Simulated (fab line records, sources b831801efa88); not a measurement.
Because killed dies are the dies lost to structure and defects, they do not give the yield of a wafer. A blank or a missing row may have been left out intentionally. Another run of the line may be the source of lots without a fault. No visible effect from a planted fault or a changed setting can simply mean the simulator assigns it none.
What tool caused it?	flow sky130	11 lots with 33 wafers sampled at 7 steps, on a route of 708 steps

## WHAT THE GAUGES SHOWED, per wafer
SKY_FIELD_ISO_THK_MEAS_02. Usual: FIELD_ISO_OXIDATION_00_THK gives 12.05 nm (standard deviation 0.26).
lot	measured	on	FIELD_ISO_OXIDATION_00_THK (nm)	flag
L178	day 1 16:40	film_metro-04	11.72 11.97 12.11	
L181	day 2 07:59	film_metro-04	12.39 12.18 12.30	
L183	day 2 18:08	film_metro-04	11.63 11.87 11.83	
L190	day 4 06:35	film_metro-02	12.40 12.61 12.42	
L191	day 4 12:44	film_metro-01	11.92 11.87 11.91	
L192	day 4 15:40	film_metro-01	12.36 11.83 11.92	
L193	day 4 19:38	film_metro-01	12.17 11.90 12.34	
L197	day 5 16:05	film_metro-02	11.89 12.13 11.95	
L198	day 5 23:01	film_metro-04	11.75 11.86 11.77	
L199	day 6 02:03	film_metro-02	11.82 11.76 11.75	
L200	day 6 07:50	film_metro-01	12.26 12.08 12.32	

SKY_FIELD_ISO_CD_MEAS_13 targets a cd of 150 nm. Usual: cd_nm at 150.0 nm, with a standard deviation of 1.6.
lot	measured	on	cd_nm (nm)	flag
L178	day 2 09:52	cd_sem-02	147.4 149.5 146.9	
L181	day 3 02:15	cd_sem-01	148.3 149.9 150.5	
L183	day 3 12:04	cd_sem-02	151.4 150.3 152.4	
L190	day 5 01:32	cd_sem-02	148.2 149.7 149.3	
L191	day 5 11:09	cd_sem-01	151.5 149.9 151.8	
L192	day 5 12:46	cd_sem-01	147.5 146.7 147.2	
L193	day 5 16:17	cd_sem-02	148.3 148.2 149.1	
L197	day 6 12:32	cd_sem-02	150.2 149.7 150.3	
L198	day 6 20:19	cd_sem-01	152.9 152.4 152.4	
L199	day 6 23:15	cd_sem-01	147.2 147.7 147.8	
L200	day 7 04:41	cd_sem-02	152.3 151.9 153.5	

SKY_PWDE_TW_MEAS_10. Usual: PWDE_TW gives 369 (standard deviation 3.7).
lot	measured	on	PWDE_TW	flag
L178	day 4 02:14	film_metro-02	369 368 369	
L181	day 4 18:08	film_metro-03	368 366 365	
L183	day 5 04:16	film_metro-02	366 368 367	
L190	day 6 21:52	film_metro-03	1107 1103 1106	OFF
L191	day 7 07:23	film_metro-04	1142 1143 1135	OFF
L192	day 7 11:53	film_metro-02	1115 1120 1106	OFF
L193	day 7 16:31	film_metro-02	368 366 366	
L197	day 8 18:31	film_metro-02	370 371 369	
L198	day 8 23:19	film_metro-03	366 364 366	
L199	day 9 03:07	film_metro-03	367 367 366	
L200	day 9 06:20	film_metro-02	369 370 368	

SKY_NWELL_TW_MEAS_15. Usual: NWELL_TW gives 1813 (standard deviation 25).
lot	measured	on	NWELL_TW	flag
L178	day 4 18:47	film_metro-03	1786 1797 1785	
L181	day 5 12:59	film_metro-02	1813 1799 1797	
L183	day 5 23:10	film_metro-02	1797 1788 1791	
L190	day 7 18:16	film_metro-03	1903 1907 1907	OFF
L191	day 8 04:40	film_metro-03	1912 1908 1909	OFF
L192	day 8 08:32	film_metro-03	1917 1914 1916	OFF
L193	day 8 14:04	film_metro-04	1854 1861 1843	
L197	day 9 17:34	film_metro-04	1853 1842 1853	
L198	day 9 23:11	film_metro-04	1856 1858 1847	
L199	day 10 02:37	film_metro-04	1846 1842 1839	
L200	day 10 04:19	film_metro-04	1836 1847 1842	

SKY_NWELL_TW_MEAS_26. Usual: NWELL_2_TW gives 494 (standard deviation 5.9).
lot	measured	on	NWELL_2_TW	flag
L178	day 5 13:23	film_metro-03	492 491 493	
L181	day 6 07:49	film_metro-02	485 489 489	
L183	day 6 18:52	film_metro-03	486 489 489	
L190	day 8 15:34	film_metro-02	1125 1130 1123	OFF
L191	day 9 02:14	film_metro-04	1166 1166 1160	OFF
L192	day 9 06:29	film_metro-04	1160 1160 1164	OFF
L193	day 9 12:28	film_metro-02	491 492 494	
L197	day 10 15:40	film_metro-03	487 489 491	
L198	day 10 21:55	film_metro-03	488 492 491	
L199	day 11 01:35	film_metro-02	486 488 485	
L200	day 11 03:11	film_metro-03	490 492 493	

## WHICH TOOL RAN EACH LOT (tool, then ch and the chambers of the sampled wafers, then the start)
lot	SKY_FIELD_ISO_CMP_27	SKY_DNWELL_COAT_02
L178	cmp-01 ch 0,3, day 2 15:17	litho_track-04 ch 0, day 3 01:19
L181	cmp-01 ch 0,1,3, day 3 07:22	litho_track-02 ch 0, day 3 17:51
L183	cmp-02 ch 1,2, day 3 15:41	litho_track-02 ch 0, day 4 02:41
L190	cmp-01 ch 0,1,2, day 5 05:08	litho_track-03, day 5 16:40
L191	cmp-01 ch 1,2,3, day 5 14:46	litho_track-03, day 6 02:14
L192	cmp-02 ch 0,3, day 5 16:16	litho_track-02, day 6 05:32
L193	cmp-02 ch 0,2,3, day 5 21:41	litho_track-02 ch 0, day 6 10:53
L197	cmp-02 ch 1,2,3, day 6 21:54	litho_track-03 ch 0, day 7 11:10
L198	cmp-01 ch 0,1, day 7 03:28	litho_track-03 ch 0, day 7 15:19
L199	cmp-01 ch 0,1,3, day 7 05:49	litho_track-04 ch 0, day 7 18:33
L200	cmp-02 ch 2,3, day 7 09:44	litho_track-03 ch 0, day 7 21:50
- SKY_FIELD_ISO_CMP_27: polishes, stops on Si3N4, t overpolish 16 s, target thk 457.8 nm.
- SKY_DNWELL_COAT_02: resist thk 3000 nm.

## AS READ BY THE TOOLS THEMSELVES (means over the sampled wafers that have a number; for cases with no such wafer, the mark the record gives instead)
SKY_FIELD_ISO_CMP_27. Usual: head_pressure_psi 3.999 psi, standard deviation 0.0085; motor_current_A 12.4 A, standard deviation 1.1; overpolish_run_s 16.000 s, standard deviation 0.0092; slurry_flow_ml_min 150.0, standard deviation 0.47; time_to_endpoint_s 113 s, standard deviation 5.3.
lot	tool	head_pressure_psi (psi)	motor_current_A (A)	overpolish_run_s (s)	slurry_flow_ml_min	time_to_endpoint_s (s)	flag
L178	cmp-01	4.001	13.0	16.002	150.2	115	
L181	cmp-01	3.995	12.6	15.985	150.3	117	
L183	cmp-02	4.003	13.2	16.001	150.2	110	
L190	cmp-01	3.989	12.7	16.005	149.9	115	
L191	cmp-01	3.996	12.8	16.007	149.7	115	
L192	cmp-02	3.996	11.5	15.999	150.2	109	
L193	cmp-02	3.999	11.6	16.005	150.2	110	
L197	cmp-02	3.990	11.6	16.006	149.9	109	
L198	cmp-01	4.000	12.7	16.004	150.2	120	
L199	cmp-01	3.999	12.7	16.002	149.8	115	
L200	cmp-02	3.999	11.8	15.999	149.3	109	

SKY_DNWELL_COAT_02. Usual: chill_plate_temp_C 23.00 C, standard deviation 0.11; dispense_pressure_kPa 47.5 kPa, standard deviation 2.4; resist_line_temp_C 22.98 C, standard deviation 0.1.
lot	tool	chill_plate_temp_C (C)	dispense_pressure_kPa (kPa)	resist_line_temp_C (C)	flag
L178	litho_track-04	22.97	44.4	23.02	
L181	litho_track-02	23.05	49.7	23.00	
L183	litho_track-02	22.84	49.8	22.99	
L190	litho_track-03	-	-	-	OFF
L191	litho_track-03	-	-	-	OFF
L192	litho_track-02	-	-	-	OFF
L193	litho_track-02	23.10	49.7	23.04	
L197	litho_track-03	22.99	49.0	23.00	
L198	litho_track-03	22.95	48.9	22.97	
L199	litho_track-04	23.02	44.5	22.96	
L200	litho_track-03	23.01	48.9	22.95	

## THE ANSWER, worked out from the rows above alone
Rule: lot off if the mean of its wafers having a number is beyond 3 standard deviations from the usual mean. A lot without any number at a reading at which 4 lots or more have one is off too. All remaining lots with rows at the step are treated as sound. After the gauges, taken in route order, come the tools' own readings; for these a lot's mean is taken, as printed above. At the first step where some lot is off, the reading lying furthest off is the one used; lots without a number count as furthest.
Off: at SKY_PWDE_TW_MEAS_10 (PWDE_TW), L190, L191, L192.
A tool fits if, at a process step before that reading, it ran every lot that is off, and no sound lot after the first of them. The gauges at SKY_PWDE_TW_MEAS_10 aren't tried: what is off there is off at SKY_DNWELL_COAT_02 too, on other tools, and a gauge's error can't cause that. No candidate that was tried fits.

## WHAT THE SIMULATOR HAD PUT IN
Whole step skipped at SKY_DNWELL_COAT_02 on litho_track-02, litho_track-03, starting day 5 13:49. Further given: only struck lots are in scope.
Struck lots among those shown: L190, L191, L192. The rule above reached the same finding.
